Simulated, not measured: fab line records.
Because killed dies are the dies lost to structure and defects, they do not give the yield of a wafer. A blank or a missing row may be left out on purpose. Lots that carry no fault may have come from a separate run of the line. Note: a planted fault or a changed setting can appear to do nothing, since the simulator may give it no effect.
fab line records -- flow sky130
record: lots: 13, wafers: 39, last-day: 50
route steps=708 shown SONOS_ONO@171 RES_PROTECT@209 POLY_GATE@227 PAD_OPEN@708
lots untouched by any fault: they come from a run of this same line in which no faults occurred
start-h: hours from the record's first day to the start of the lot's first wafer shown -- wait-h: hours elapsed since this lot's preceding step -- " same as the row above -- L1.1+2: a row that stands for several wafers -- - value missing, or start not given -- * or withheld: withheld -- < > ~ a bound
route shown NAME@n: a module of which the file shows steps, and the number in the route of the first -- usual: mean and standard deviation over wafers with no fault -- same: alike in all rows -- chamber/n: place in a boat -- sites: readings site by site -- _std_site: how widely they spread, as a standard deviation -- _edge_site: outer sites' mean less inner sites' -- radius-mm: for every site, how far away it sits from the centre of the wafer -- mask NAME#n: copy n -- behind: the most recent tool/chamber to have shaped the wafer -- hold: cause of the lot's hold/its duration in hours/its outcome -- device: names the non-switching transistor (n, p or np) -- end of line: tests run on the same wafers once the route is complete -- a step given without rows: its recipe and nothing more -- killed: not the wafer's yield, but the dies lost to structure and defects at the first sort -- map: a wafer's dies, marking killed ones x, the rest . and places with no die _
set.NAME: setting as actually run; set.NAME@STEP: the setting as run at that earlier step -- model.NAME: the simulator's own value behind a step, which no gauge read
a sample of lots followed through the steps of the route, with each step as a table and each wafer as a row
services: when a tool's chamber went out of use (start-h, in hours from the record's first day, below 0 if earlier), for how many hours, and the reason
== steps ==
step: SKY_SONOS_ONO_THK_MEAS_03
recipe: reads: Si3N4_of_SONOS_ONO_CVD_02
usual: SONOS_ONO_CVD_02_THK: 10.45/0.12
lot.wafer,tool,chamber,start-h,wait-h,SONOS_ONO_CVD_02_THK[nm]
L284.2,film-metro-03,-,259.72,0.0,10.49
L284.5,film-metro-03,-,259.72,0.0,10.45
L284.6,film-metro-03,-,259.72,0.0,10.46
L285.4,film-metro-03,-,267.40,0.0,10.31
L285.5,film-metro-03,-,267.40,0.0,10.22
L285.6,film-metro-03,-,267.40,0.0,10.34
L288.1,film-metro-01,-,295.35,0.0,10.37
L288.2,film-metro-01,-,295.35,0.0,10.33
L288.4,film-metro-01,-,295.35,0.0,10.41
L289.3,film-metro-03,-,297.02,0.0,10.53
L289.4,film-metro-03,-,297.02,0.0,10.64
L289.6,film-metro-03,-,297.02,0.0,10.56
L291.1,film-metro-01,-,317.42,0.0,10.58
L291.3,film-metro-01,-,317.42,0.0,10.52
L291.4,film-metro-01,-,317.42,0.0,10.54
L293.1,film-metro-03,-,333.43,0.0,10.45
L293.2,film-metro-03,-,333.43,0.0,10.44
L293.4,film-metro-03,-,333.43,0.0,10.47
L294.2,film-metro-01,-,337.42,0.0,10.43
L294.3,film-metro-01,-,337.42,0.0,10.38
L294.6,film-metro-01,-,337.42,0.0,10.38
L295.1,film-metro-01,-,341.56,0.0,10.47
L295.3,film-metro-01,-,341.56,0.0,10.57
L295.5,film-metro-01,-,341.56,0.0,10.66
L296.1,film-metro-01,-,349.53,0.0,10.49
L296.3,film-metro-01,-,349.53,0.0,10.35
L296.6,film-metro-01,-,349.53,0.0,10.34
L302.1,film-metro-01,-,403.52,0.0,10.44
L302.4,film-metro-01,-,403.52,0.0,10.45
L302.5,film-metro-01,-,403.52,0.0,10.39
L303.1,film-metro-03,-,410.18,0.0,10.44
L303.4,film-metro-03,-,410.18,0.0,10.44
L303.5,film-metro-03,-,410.18,0.0,10.24
L304.2,film-metro-03,-,416.80,0.0,10.24
L304.3,film-metro-03,-,416.80,0.0,10.42
L304.5,film-metro-03,-,416.80,0.0,10.37
L305.1,film-metro-03,-,417.84,0.0,10.52
L305.3,film-metro-03,-,417.84,0.0,10.61
L305.5,film-metro-03,-,417.84,0.0,10.66
step: SKY_SONOS_ONO_STRIP_17
recipe: chemistry: O2/N2, power-w: 1400, pressure-mtorr: 1500, platen-temp-c: withheld, o2-flow-sccm: 3000, n2-flow-sccm: 300, overash-fraction: 0.5
usual: drypump-motor-current-A: 5.8/0.58, oes-product-au: 0.709/0.0045, strip-time-to-endpoint-s: 14.10/0.041
lot.wafer,tool,chamber,start-h,wait-h,drypump-motor-current-A,oes-product-au,rf-hours-counter-h,strip-time-to-endpoint-s
L284.2,plasma-asher-04,1,284.55,0.0,6.6,0.707,58,14.11
L284.5,plasma-asher-04,1,284.55,0.0,6.6,0.714,-,14.19
L284.6,plasma-asher-04,0,284.55,0.0,6.3,0.717,-,14.12
L285.4,plasma-asher-02,0,292.66,0.0,4.9,0.703,-,14.13
L285.5,plasma-asher-02,0,292.66,0.0,5.0,0.702,-,14.13
L285.6,plasma-asher-02,1,292.66,0.0,5.6,0.717,-,14.13
L288.1,plasma-asher-03,1,323.03,0.0,6.2,0.709,21,14.13
L288.2,plasma-asher-03,0,323.03,0.0,6.0,0.711,21,14.15
L288.4,plasma-asher-03,0,323.03,0.0,6.0,0.708,-,14.12
L289.3,plasma-asher-02,1,325.03,0.0,5.6,0.714,-,14.19
L289.4,plasma-asher-02,0,325.03,0.0,5.0,0.698,-,14.11
L289.6,plasma-asher-02,1,325.03,0.0,5.6,0.717,-,14.17
L291.1,plasma-asher-04,1,345.54,0.0,6.6,0.711,64,14.10
L291.3,plasma-asher-04,0,345.54,0.0,6.4,0.703,-,14.15
L291.4,plasma-asher-04,1,345.54,0.0,6.6,0.718,-,14.13
L293.1,plasma-asher-02,0,362.52,0.0,4.9,0.711,57,14.08
L293.2,plasma-asher-02,1,362.52,0.0,5.6,0.705,57,14.13
L293.4,plasma-asher-02,1,362.52,0.0,5.6,0.715,-,14.11
L294.2,plasma-asher-02,0,366.04,0.0,5.0,0.708,58,14.08
L294.3,plasma-asher-02,1,366.04,0.0,5.6,0.707,-,14.04
L294.6,plasma-asher-02,1,366.04,0.0,5.6,0.713,-,14.05
L295.1,plasma-asher-03,1,370.75,0.0,6.2,0.705,26,14.13
L295.3,plasma-asher-03,0,370.75,0.0,6.0,0.705,-,14.15
L295.5,plasma-asher-03,1,370.75,0.0,6.2,0.709,-,14.13
L296.1,plasma-asher-02,1,378.92,0.0,5.6,0.718,59,14.04
L296.3,plasma-asher-02,1,378.92,0.0,5.6,0.707,-,14.05
L296.6,plasma-asher-02,0,378.92,0.0,5.0,0.700,-,14.09
L302.1,plasma-asher-02,1,435.14,0.0,5.6,0.708,65,14.17
L302.4,plasma-asher-02,0,435.14,0.0,5.0,0.710,-,14.15
L302.5,plasma-asher-02,0,435.14,0.0,5.0,0.709,-,14.12
L303.1,plasma-asher-02,1,441.89,0.0,5.6,0.703,66,14.16
L303.4,plasma-asher-02,1,441.89,0.0,5.6,0.707,-,14.12
L303.5,plasma-asher-02,0,441.89,0.0,5.0,0.703,-,14.13
L304.2,plasma-asher-02,0,448.39,0.0,4.9,0.715,66,14.05
L304.3,plasma-asher-02,0,448.39,0.0,5.0,0.704,-,14.08
L304.5,plasma-asher-02,1,448.39,0.0,5.6,0.716,-,14.08
L305.1,plasma-asher-04,1,450.38,0.0,6.6,0.709,2,14.10
L305.3,plasma-asher-04,1,450.38,0.0,6.6,0.708,-,14.10
L305.5,plasma-asher-04,1,450.38,0.0,6.6,0.712,-,14.11
step: SKY_RES_PROTECT_SOFTBAKE_03
recipe: temp-c: 90, time-s: 60, resist: NOVOLAK
usual: heater-power-total-W: 56.60/0.046, run-length-s: 88.97/0.15
lot.wafer,tool,chamber,start-h,wait-h,heater-power-total-W,run-length-s
L284.2,litho-track-02,0,329.09,0.1,56.63,88.90
L284.5,litho-track-02,0,329.09,0.1,56.67,88.90
L284.6,litho-track-02,0,329.09,0.1,56.61,88.82
L285.4,litho-track-03,0,338.61,0.1,56.65,88.93
L285.5,litho-track-03,0,338.61,0.1,56.56,89.19
L285.6,litho-track-03,0,338.61,0.1,56.63,88.95
L288.1,litho-track-01,0,368.75,0.1,56.64,89.05
L288.2,litho-track-01,0,368.75,0.1,56.59,89.05
L288.4,litho-track-01,0,368.75,0.1,56.51,88.92
L289.3,litho-track-03,0,372.18,0.1,56.66,88.92
L289.4,litho-track-03,0,372.18,0.1,56.57,88.99
L289.6,litho-track-03,0,372.18,0.1,56.60,88.91
L291.1,litho-track-01,0,393.35,0.1,56.59,89.03
L291.3,litho-track-01,0,393.35,0.1,56.48,89.30
L291.4,litho-track-01,0,393.35,0.1,56.59,89.02
L293.1,litho-track-02,0,411.16,0.1,56.59,88.74
L293.2,litho-track-02,0,411.16,0.1,56.55,89.00
L293.4,litho-track-02,0,411.16,0.1,56.66,88.80
L294.2,litho-track-02,0,417.79,0.1,56.60,88.79
L294.3,litho-track-02,0,417.79,0.1,56.60,88.89
L294.6,litho-track-02,0,417.79,0.1,56.63,88.81
L295.1,litho-track-03,0,422.73,0.1,56.52,88.90
L295.3,litho-track-03,0,422.73,0.1,56.63,89.00
L295.5,litho-track-03,0,422.73,0.1,56.55,88.96
L296.1,litho-track-03,0,430.23,0.1,56.70,88.93
L296.3,litho-track-03,0,430.23,0.1,56.60,89.00
L296.6,litho-track-03,0,430.23,0.1,56.63,89.13
L302.1,litho-track-03,0,487.33,0.1,67.40,64.08
L302.4,litho-track-03,0,487.33,0.1,67.32,63.85
L302.5,litho-track-03,0,487.33,0.1,67.42,64.03
L303.1,litho-track-03,0,493.78,0.1,67.35,63.92
L303.4,litho-track-03,0,493.78,0.1,67.37,63.85
L303.5,litho-track-03,0,493.78,0.1,67.51,63.95
L304.2,litho-track-03,0,499.50,0.1,67.43,63.96
L304.3,litho-track-03,0,499.50,0.1,67.27,63.93
L304.5,litho-track-03,0,499.50,0.1,67.40,64.28
L305.1,litho-track-01,0,501.15,0.1,56.57,89.22
L305.3,litho-track-01,0,501.15,0.1,56.63,89.02
L305.5,litho-track-01,0,501.15,0.1,56.57,88.92
step: SKY_POLY_GATE_CD_MEAS_13
recipe: target-cd-nm: 150
usual: cd-nm: 150.2/1.5
lot.wafer,tool,chamber,start-h,wait-h,cd-nm
L284.2,cd-sem-01,-,372.34,-,150.1
L284.5,cd-sem-01,-,372.34,-,148.4
L284.6,cd-sem-01,-,372.34,-,149.6
L285.4,cd-sem-02,-,384.58,-,148.6
L285.5,cd-sem-02,-,384.58,-,149.2
L285.6,cd-sem-02,-,384.58,-,149.8
L288.1,cd-sem-01,-,415.32,-,149.8
L288.2,cd-sem-01,-,415.32,-,147.7
L288.4,cd-sem-01,-,415.32,-,147.8
L289.3,cd-sem-02,-,418.31,-,150.3
L289.4,cd-sem-02,-,418.31,-,148.9
L289.6,cd-sem-02,-,418.31,-,149.2
L291.1,cd-sem-02,-,442.33,-,151.5
L291.3,cd-sem-02,-,442.33,-,151.6
L291.4,cd-sem-02,-,442.33,-,150.8
L293.1,cd-sem-01,-,458.92,-,149.4
L293.2,cd-sem-01,-,458.92,-,149.7
L293.4,cd-sem-01,-,458.92,-,150.2
L294.2,cd-sem-02,-,465.89,-,149.0
L294.3,cd-sem-02,-,465.89,-,148.8
L294.6,cd-sem-02,-,465.89,-,147.6
L295.1,cd-sem-02,-,470.77,-,150.9
L295.3,cd-sem-02,-,470.77,-,152.0
L295.5,cd-sem-02,-,470.77,-,151.3
L296.1,cd-sem-01,-,479.36,-,153.1
L296.3,cd-sem-01,-,479.36,-,152.6
L296.6,cd-sem-01,-,479.36,-,151.5
L302.1,cd-sem-01,-,536.42,-,151.2
L302.4,cd-sem-01,-,536.42,-,150.8
L302.5,cd-sem-01,-,536.42,-,150.1
L303.1,cd-sem-02,-,541.77,-,152.7
L303.4,cd-sem-02,-,541.77,-,152.3
L303.5,cd-sem-02,-,541.77,-,153.1
L304.2,cd-sem-02,-,546.14,-,150.2
L304.3,cd-sem-02,-,546.14,-,150.1
L304.5,cd-sem-02,-,546.14,-,148.7
L305.1,cd-sem-01,-,548.17,-,147.5
L305.3,cd-sem-01,-,548.17,-,147.1
L305.5,cd-sem-01,-,548.17,-,147.0
step: SKY_PAD_OPEN_PROBE_99
usual: killed_at_M0_to_M3: 43/7.2, killed_at_M4_up: 3.3/2, killed-at-contacts: 25/5.8, killed-at-front-end: 15/4.5, killed-at-other: 0.3/0.62, killed-dies: 86/9.4, killed-open: 47/7.1, killed-short: 39/6
same: gross-dies: 492, killed-at-back-side: 0
lot.wafer,tool,chamber,start-h,wait-h,killed_at_M0_to_M3,killed_at_M4_up,killed-at-contacts,killed-at-front-end,killed-at-other,killed-dies,killed-open,killed-short
L284.2,prober-02,-,1077.05,0.1,40,3,17,15,0,75,32,43
L284.5,prober-02,-,1077.20,0.2,31,2,31,18,0,82,40,41
L284.6,prober-02,-,1077.25,0.2,40,0,18,14,0,72,38,34
L285.4,prober-01,-,1086.35,0.2,47,5,17,16,1,86,50,35
L285.5,prober-01,-,1086.40,0.2,46,5,20,10,0,81,42,39
L285.6,prober-01,-,1086.45,0.2,51,1,18,18,1,89,49,39
L288.1,prober-01,-,1107.14,0.1,29,5,30,12,0,76,32,44
L288.2,prober-01,-,1107.19,0.1,34,3,23,17,1,78,41,37
L288.4,prober-01,-,1107.29,0.2,41,1,32,17,0,91,49,42
L289.3,prober-01,-,1111.61,0.2,48,5,18,14,1,86,47,39
L289.4,prober-01,-,1111.66,0.2,40,1,28,10,0,79,42,37
L289.6,prober-01,-,1111.76,0.2,48,7,17,9,1,82,41,41
L291.1,prober-01,-,1128.94,0.1,38,8,22,19,0,87,45,42
L291.3,prober-01,-,1129.04,0.2,43,2,20,24,0,89,50,38
L291.4,prober-01,-,1129.09,0.2,47,1,29,16,1,94,53,40
L293.1,prober-01,-,1138.44,0.1,40,2,31,9,0,82,43,39
L293.2,prober-01,-,1138.49,0.1,54,7,22,15,0,98,60,38
L293.4,prober-01,-,1138.59,0.2,43,3,32,15,0,93,52,40
L294.2,prober-02,-,1139.44,0.1,40,7,32,15,0,94,51,43
L294.3,prober-02,-,1139.49,0.2,42,1,23,15,0,81,46,35
L294.6,prober-02,-,1139.64,0.2,47,3,25,9,0,84,51,33
L295.1,prober-01,-,1140.07,0.1,43,6,20,16,0,85,46,39
L295.3,prober-01,-,1140.17,0.2,36,4,22,20,0,82,46,36
L295.5,prober-01,-,1140.27,0.2,33,2,20,17,1,73,44,29
L296.1,prober-02,-,1147.66,0.1,37,3,26,8,0,74,46,28
L296.3,prober-02,-,1147.76,0.2,43,2,29,13,0,87,48,39
L296.6,prober-02,-,1147.91,0.2,40,2,19,17,1,79,42,37
L302.1,prober-02,-,1183.11,0.1,43,3,21,11,1,79,40,39
L302.4,prober-02,-,1183.26,0.2,33,3,22,19,1,78,44,34
L302.5,prober-02,-,1183.31,0.2,32,5,20,15,0,72,46,26
L303.1,prober-01,-,1184.64,0.1,36,6,21,11,0,74,34,39
L303.4,prober-01,-,1184.79,0.2,42,2,22,20,0,86,50,36
L303.5,prober-01,-,1184.84,0.2,51,3,19,17,1,91,59,32
L304.2,prober-02,-,1189.94,0.1,54,1,27,17,0,99,55,44
L304.3,prober-02,-,1189.99,0.2,46,1,39,9,1,96,56,40
L304.5,prober-02,-,1190.09,0.2,45,4,32,17,0,98,56,42
L305.1,prober-01,-,1192.33,0.1,48,10,28,21,1,108,50,58
L305.3,prober-01,-,1192.43,0.2,40,4,30,12,0,86,48,38
L305.5,prober-01,-,1192.53,0.2,45,5,30,16,0,96,57,39
killed by level:class
L284.2 VIA1:geometric-particle:open=12 METAL2:geometric-particle:short=8 METAL1:geometric-particle:short=7 LI_CONTACT:geometric-particle:open=5 CONTACT:geometric-particle:open=5 FIELD_ISO:geometric-particle:short=4 VIA1:geometric-particle:short=4 METAL4:geometric-particle:short=3
L284.5 CONTACT:geometric-particle:open=8 CONTACT:geometric-particle:short=8 VIA2:geometric-particle:open=8 VIA1:geometric-particle:open=7 LI_CONTACT:geometric-particle:open=5 LI_CONTACT:geometric-particle:short=4 LOCAL_INTERCONNECT:geometric-particle:short=4 FIELD_ISO:geometric-particle:short=3
L284.6 VIA1:geometric-particle:open=10 CONTACT:geometric-particle:short=6 METAL1:geometric-particle:short=6 FIELD_ISO:geometric-particle:short=5 FIELD_ISO:geometric-particle:open=4 LI_CONTACT:geometric-particle:open=4 CONTACT:geometric-particle:open=4 METAL2:geometric-particle:open=4
L285.4 VIA1:geometric-particle:open=15 VIA2:geometric-particle:open=9 FIELD_ISO:geometric-particle:open=6 LI_CONTACT:geometric-particle:open=6 METAL2:geometric-particle:short=6 VIA3:geometric-particle:open=5 METAL1:geometric-particle:short=4 CONTACT:geometric-particle:open=4
L285.5 VIA1:geometric-particle:open=12 VIA1:geometric-particle:short=7 CONTACT:geometric-particle:open=6 CONTACT:geometric-particle:short=6 METAL1:geometric-particle:short=6 LI_CONTACT:geometric-particle:open=5 VIA2:geometric-particle:open=5 METAL2:geometric-particle:short=4
L285.6 VIA1:geometric-particle:open=14 VIA1:geometric-particle:short=9 VIA2:geometric-particle:open=7 LI_CONTACT:geometric-particle:open=7 METAL2:geometric-particle:short=6 POLY_GATE:geometric-particle:open=5 POLY_GATE:geometric-particle:short=5 METAL1:geometric-particle:short=4
L288.1 CONTACT:geometric-particle:open=9 CONTACT:geometric-particle:short=7 VIA1:geometric-particle:open=5 POLY_GATE:geometric-particle:short=5 LI_CONTACT:geometric-particle:open=5 LOCAL_INTERCONNECT:geometric-particle:short=5 METAL3:geometric-particle:short=5 LI_CONTACT:geometric-particle:short=4
L288.2 CONTACT:geometric-particle:open=12 POLY_GATE:geometric-particle:open=5 METAL2:geometric-particle:short=5 LI_CONTACT:geometric-particle:open=5 VIA1:geometric-particle:short=5 METAL1:geometric-particle:open=4 VIA1:geometric-particle:open=4 VIA3:geometric-particle:short=4
L288.4 VIA1:geometric-particle:open=12 LI_CONTACT:geometric-particle:open=9 CONTACT:geometric-particle:open=9 FIELD_ISO:geometric-particle:short=7 CONTACT:geometric-particle:short=7 METAL1:geometric-particle:short=6 VIA2:geometric-particle:open=5 VIA1:geometric-particle:short=5
L289.3 VIA1:geometric-particle:open=9 LI_CONTACT:geometric-particle:open=6 CONTACT:geometric-particle:open=6 METAL1:geometric-particle:short=6 VIA1:geometric-particle:short=6 VIA2:geometric-particle:open=6 VIA3:geometric-particle:open=5 FIELD_ISO:geometric-particle:short=4
L289.4 CONTACT:geometric-particle:open=13 VIA1:geometric-particle:open=7 METAL2:geometric-particle:short=7 CONTACT:geometric-particle:short=6 VIA2:geometric-particle:open=6 LI_CONTACT:geometric-particle:open=5 METAL1:geometric-particle:short=4 METAL3:geometric-particle:short=4
L289.6 VIA3:geometric-particle:open=17 METAL1:geometric-particle:short=7 VIA1:geometric-particle:open=7 METAL4:geometric-particle:short=6 LI_CONTACT:geometric-particle:open=5 METAL2:geometric-particle:short=5 POLY_GATE:geometric-particle:open=4 LOCAL_INTERCONNECT:geometric-particle:short=3
L291.1 CONTACT:geometric-particle:open=8 METAL2:geometric-particle:short=7 VIA2:geometric-particle:open=7 LI_CONTACT:geometric-particle:open=6 METAL4:geometric-particle:short=6 FIELD_ISO:geometric-particle:open=5 POLY_GATE:geometric-particle:open=5 VIA1:geometric-particle:open=5
L291.3 VIA1:geometric-particle:open=13 CONTACT:geometric-particle:short=7 SPACER:geometric-particle:open=6 CONTACT:geometric-particle:open=6 VIA2:geometric-particle:short=5 VIA3:geometric-particle:open=5 FIELD_ISO:geometric-particle:short=4 VIA2:geometric-particle:open=4
L291.4 CONTACT:geometric-particle:open=12 METAL2:geometric-particle:short=10 LI_CONTACT:geometric-particle:open=9 VIA1:geometric-particle:open=8 VIA3:geometric-particle:open=7 VIA2:geometric-particle:open=7 METAL1:geometric-particle:short=5 FIELD_ISO:geometric-particle:short=4
L293.1 CONTACT:geometric-particle:open=11 VIA1:geometric-particle:open=9 METAL1:geometric-particle:short=8 VIA2:geometric-particle:open=6 METAL2:geometric-particle:short=6 CONTACT:geometric-particle:short=5 LOCAL_INTERCONNECT:geometric-particle:short=5 LI_CONTACT:geometric-particle:short=5
L293.2 VIA1:geometric-particle:open=12 VIA2:geometric-particle:open=11 CONTACT:geometric-particle:open=9 LI_CONTACT:geometric-particle:open=8 METAL2:geometric-particle:short=7 FIELD_ISO:geometric-particle:short=6 VIA3:geometric-particle:open=6 METAL4:geometric-particle:short=5
L293.4 CONTACT:geometric-particle:open=10 VIA3:geometric-particle:open=10 LI_CONTACT:geometric-particle:open=8 VIA1:geometric-particle:open=8 METAL2:geometric-particle:short=7 CONTACT:geometric-particle:short=7 FIELD_ISO:geometric-particle:short=5 VIA1:geometric-particle:short=5
L294.2 CONTACT:geometric-particle:open=13 VIA1:geometric-particle:open=10 VIA3:geometric-particle:open=8 LI_CONTACT:geometric-particle:open=6 METAL1:geometric-particle:short=6 FIELD_ISO:geometric-particle:open=5 CONTACT:geometric-particle:short=5 METAL2:geometric-particle:short=5
L294.3 CONTACT:geometric-particle:open=13 VIA3:geometric-particle:open=8 CONTACT:geometric-particle:short=7 VIA1:geometric-particle:short=7 VIA1:geometric-particle:open=7 VIA2:geometric-particle:open=6 FIELD_ISO:geometric-particle:short=5 POLY_GATE:geometric-particle:open=5
L294.6 VIA1:geometric-particle:open=17 CONTACT:geometric-particle:open=13 VIA1:geometric-particle:short=6 VIA3:geometric-particle:open=5 LOCAL_INTERCONNECT:geometric-particle:short=4 METAL1:geometric-particle:short=4 FIELD_ISO:geometric-particle:open=3 POLY_GATE:geometric-particle:short=3
L295.1 VIA1:geometric-particle:open=9 VIA1:geometric-particle:short=8 LI_CONTACT:geometric-particle:open=6 CONTACT:geometric-particle:short=6 METAL4:geometric-particle:short=6 CONTACT:geometric-particle:open=5 METAL1:geometric-particle:short=5 VIA2:geometric-particle:open=5
L295.3 CONTACT:geometric-particle:open=8 VIA1:geometric-particle:open=8 POLY_GATE:geometric-particle:short=7 POLY_GATE:geometric-particle:open=6 LI_CONTACT:geometric-particle:open=6 VIA2:geometric-particle:open=6 LOCAL_INTERCONNECT:geometric-particle:short=5 METAL1:geometric-particle:short=4
L295.5 VIA1:geometric-particle:open=12 CONTACT:geometric-particle:open=7 POLY_GATE:geometric-particle:open=6 LI_CONTACT:geometric-particle:open=6 VIA2:geometric-particle:open=5 VIA2:geometric-particle:short=4 FIELD_ISO:geometric-particle:short=3 FIELD_ISO:geometric-particle:open=3
L296.1 CONTACT:geometric-particle:open=9 VIA1:geometric-particle:open=9 VIA2:geometric-particle:open=8 CONTACT:geometric-particle:short=7 VIA3:geometric-particle:open=7 FIELD_ISO:geometric-particle:open=5 LI_CONTACT:geometric-particle:open=5 VIA1:geometric-particle:short=5
L296.3 CONTACT:geometric-particle:open=14 VIA1:geometric-particle:open=12 METAL2:geometric-particle:short=6 VIA1:geometric-particle:short=6 VIA2:geometric-particle:open=6 LI_CONTACT:geometric-particle:open=5 VIA3:geometric-particle:short=5 FIELD_ISO:geometric-particle:short=4
L296.6 FIELD_ISO:geometric-particle:short=9 CONTACT:geometric-particle:open=8 VIA1:geometric-particle:open=8 VIA2:geometric-particle:open=7 METAL2:geometric-particle:short=6 FIELD_ISO:geometric-particle:open=5 VIA1:geometric-particle:short=5 VIA3:geometric-particle:open=4
L302.1 VIA2:geometric-particle:open=9 VIA1:geometric-particle:open=8 CONTACT:geometric-particle:short=6 CONTACT:geometric-particle:open=6 LOCAL_INTERCONNECT:geometric-particle:short=5 METAL1:geometric-particle:short=5 VIA1:geometric-particle:short=4 POLY_GATE:geometric-particle:short=4
L302.4 CONTACT:geometric-particle:open=10 VIA1:geometric-particle:open=6 LI_CONTACT:geometric-particle:open=5 METAL2:geometric-particle:short=5 FIELD_ISO:geometric-particle:short=4 FIELD_ISO:geometric-particle:open=4 POLY_GATE:geometric-particle:short=4 METAL1:geometric-particle:short=4
L302.5 VIA3:geometric-particle:open=8 CONTACT:geometric-particle:open=8 VIA1:geometric-particle:open=7 LOCAL_INTERCONNECT:geometric-particle:short=6 POLY_GATE:geometric-particle:open=5 LI_CONTACT:geometric-particle:open=5 VIA2:geometric-particle:open=5 POLY_GATE:geometric-particle:short=3
L303.1 CONTACT:geometric-particle:open=8 METAL2:geometric-particle:short=6 METAL4:geometric-particle:short=5 LI_CONTACT:geometric-particle:open=5 VIA2:geometric-particle:open=5 VIA3:geometric-particle:open=4 VIA1:geometric-particle:short=4 VIA1:geometric-particle:open=4
L303.4 VIA1:geometric-particle:open=11 CONTACT:geometric-particle:open=11 FIELD_ISO:geometric-particle:short=8 FIELD_ISO:geometric-particle:open=7 VIA2:geometric-particle:open=6 METAL2:geometric-particle:short=6 LI_CONTACT:geometric-particle:open=5 LOCAL_INTERCONNECT:geometric-particle:short=4
L303.5 VIA2:geometric-particle:open=13 CONTACT:geometric-particle:open=11 VIA3:geometric-particle:open=8 VIA1:geometric-particle:open=7 POLY_GATE:geometric-particle:open=5 METAL2:geometric-particle:short=5 VIA2:geometric-particle:short=5 FIELD_ISO:geometric-particle:open=4
L304.2 VIA1:geometric-particle:open=17 VIA2:geometric-particle:open=8 LI_CONTACT:geometric-particle:open=7 METAL1:geometric-particle:short=7 LI_CONTACT:geometric-particle:short=6 VIA3:geometric-particle:short=6 METAL2:geometric-particle:short=5 POLY_GATE:geometric-particle:open=5
L304.3 LI_CONTACT:geometric-particle:open=12 CONTACT:geometric-particle:open=12 VIA1:geometric-particle:open=12 VIA2:geometric-particle:open=7 LOCAL_INTERCONNECT:geometric-particle:short=6 METAL1:geometric-particle:short=6 METAL3:geometric-particle:short=6 METAL2:geometric-particle:short=5
L304.5 LI_CONTACT:geometric-particle:open=11 CONTACT:geometric-particle:open=10 VIA1:geometric-particle:open=9 VIA3:geometric-particle:open=8 VIA2:geometric-particle:open=8 FIELD_ISO:geometric-particle:open=6 LOCAL_INTERCONNECT:geometric-particle:short=6 METAL1:geometric-particle:short=5
L305.1 LI_CONTACT:geometric-particle:open=10 VIA1:geometric-particle:open=8 METAL4:geometric-particle:short=8 CONTACT:geometric-particle:short=7 VIA1:geometric-particle:short=7 POLY_GATE:geometric-particle:open=6 CONTACT:geometric-particle:open=6 VIA2:geometric-particle:open=6
L305.3 CONTACT:geometric-particle:open=13 LI_CONTACT:geometric-particle:open=9 VIA1:geometric-particle:open=9 METAL3:geometric-particle:short=8 VIA2:geometric-particle:short=6 VIA3:geometric-particle:open=6 CONTACT:geometric-particle:short=5 VIA2:geometric-particle:open=5
L305.5 CONTACT:geometric-particle:open=13 VIA2:geometric-particle:open=10 VIA1:geometric-particle:open=9 METAL1:geometric-particle:short=8 CONTACT:geometric-particle:short=6 LI_CONTACT:geometric-particle:open=6 VIA3:geometric-particle:open=6 METAL2:geometric-particle:short=5
== services ==
tool,chamber,start-h,hours,kind
litho-track-02,-,310.48,-,consumable-replace:filter
plasma-asher-03,-,327.24,2.8,pm
plasma-asher-04,-,380.50,4.2,repair
litho-track-02,-,412.28,-,consumable-replace:filter
litho-track-01,-,416.01,-,consumable-replace:filter
plasma-asher-03,-,416.10,1.1,repair
plasma-asher-03,-,421.02,1.7,repair
plasma-asher-04,-,421.25,9.0,pm
plasma-asher-04,0,421.25,9.0,vent-cycle
plasma-asher-04,1,421.25,9.0,vent-cycle
plasma-asher-04,-,422.93,0.6,repair
plasma-asher-04,0,430.25,-,clean
plasma-asher-04,1,430.25,-,clean
plasma-asher-04,-,498.72,4.6,repair
== key ==
first-sign: step: SKY_RES_PROTECT_SOFTBAKE_03, reading: heater-power-total-W, direction: up, sigmas: 99+, usual: *, struck: *
effect: step: SKY_RES_PROTECT_SOFTBAKE_03, reading: run-length-s, direction: down, sigmas: 99+, usual: *, struck: *
met-at SKY_RES_PROTECT_SOFTBAKE_03
struck-lots L302,L303,L304
tester-left-out L302,L303,L304
not-acting-at SKY_SONOS_ONO_THK_MEAS_03,SKY_SONOS_ONO_STRIP_17,SKY_POLY_GATE_CD_MEAS_13
onset-between 430.23 487.33
fault: kind: process-parameter-drift, tool: litho-track-03, chamber: -, onset-h: 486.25, steps: SKY_RES_PROTECT_SOFTBAKE_03, channel: time-s, offset: *, shape: step, end-h: 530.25, acts-in: *, stated: *
tester-left-out: of these lots the tester's yield and bins aren't shown, on N5 and GAA mostly nor the transistor test; their killed dies are dies lost to structure and defects alone, not to doping, threshold or leakage, so they don't give the yield
